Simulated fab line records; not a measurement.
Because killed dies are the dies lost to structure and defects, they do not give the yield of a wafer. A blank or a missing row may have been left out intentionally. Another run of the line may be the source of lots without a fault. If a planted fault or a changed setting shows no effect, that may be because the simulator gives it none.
Which tool is to blame? ; flow sky130 ; 7 lots with 20 wafers sampled at 2 steps, on a route of 708 steps

## WHAT THE GAUGES READ, wafer by wafer
SKY_POLY_CUT_CD_MEAS_08: target cd 270 nm.
lot;measured;on;cd-nm (nm)
L434;day 24 06:02;cd-sem-02;269.4 269.0 269.8
L436;day 24 21:48;cd-sem-01;270.8 268.4 269.3
L439;day 27 05:57;cd-sem-01;269.5 269.8 270.5
L443;day 28 00:01;cd-sem-01;270.3 263.6
L452;day 31 04:06;cd-sem-02;270.3 269.3 269.4
L454;day 31 17:14;cd-sem-02;268.9 270.0 267.6
L456;day 31 20:53;cd-sem-01;269.6 270.4 268.9

## WHAT TOOL EACH LOT RAN ON (gives the tool, then ch and the chambers of the sampled wafers, and finally the start)
lot;SKY_POLY_CUT_EXPOSE_05
L434;krf-scanner-01 ch 0, day 23 15:02
L436;krf-scanner-02 ch 0, day 24 06:37
L439;krf-scanner-01 ch 0, day 26 15:44
L443;krf-scanner-02 ch 0, day 27 09:23
L452;krf-scanner-02 ch 0, day 30 14:22
L454;krf-scanner-01 ch 0, day 31 03:14
L456;krf-scanner-01 ch 0, day 31 07:20
- SKY_POLY_CUT_EXPOSE_05: exposes mask NPCM, target cd 270 nm.

## THE ANSWER, worked out from the rows above alone
Rule: usual is defined by the lots themselves. The widest of any qualifying gaps counts: lots, ordered by their means at a reading, are off when they make up no more than a third of the lots, leave a main group of 4 or more, and stand apart from it by 3 or more times the standard deviation of that group's means. If all means in a main group match to the digits the tables above print for the reading, that group is not used. Also off: a lot with no number at a reading for which 4 or more lots have one. All remaining lots with rows at the step are treated as sound.
Off: L443, at SKY_POLY_CUT_CD_MEAS_08 (cd-nm). Mean 269.5 nm and standard deviation 0.34 in the main group.
If a tool, at a process step before that reading, ran all the lots that are off and no sound lot after the first of them, it fits. Gauges at SKY_POLY_CUT_CD_MEAS_08: tried the same way as those tools. No candidate that was tried fits.

## WHAT THE SIMULATOR HAD INSERTED
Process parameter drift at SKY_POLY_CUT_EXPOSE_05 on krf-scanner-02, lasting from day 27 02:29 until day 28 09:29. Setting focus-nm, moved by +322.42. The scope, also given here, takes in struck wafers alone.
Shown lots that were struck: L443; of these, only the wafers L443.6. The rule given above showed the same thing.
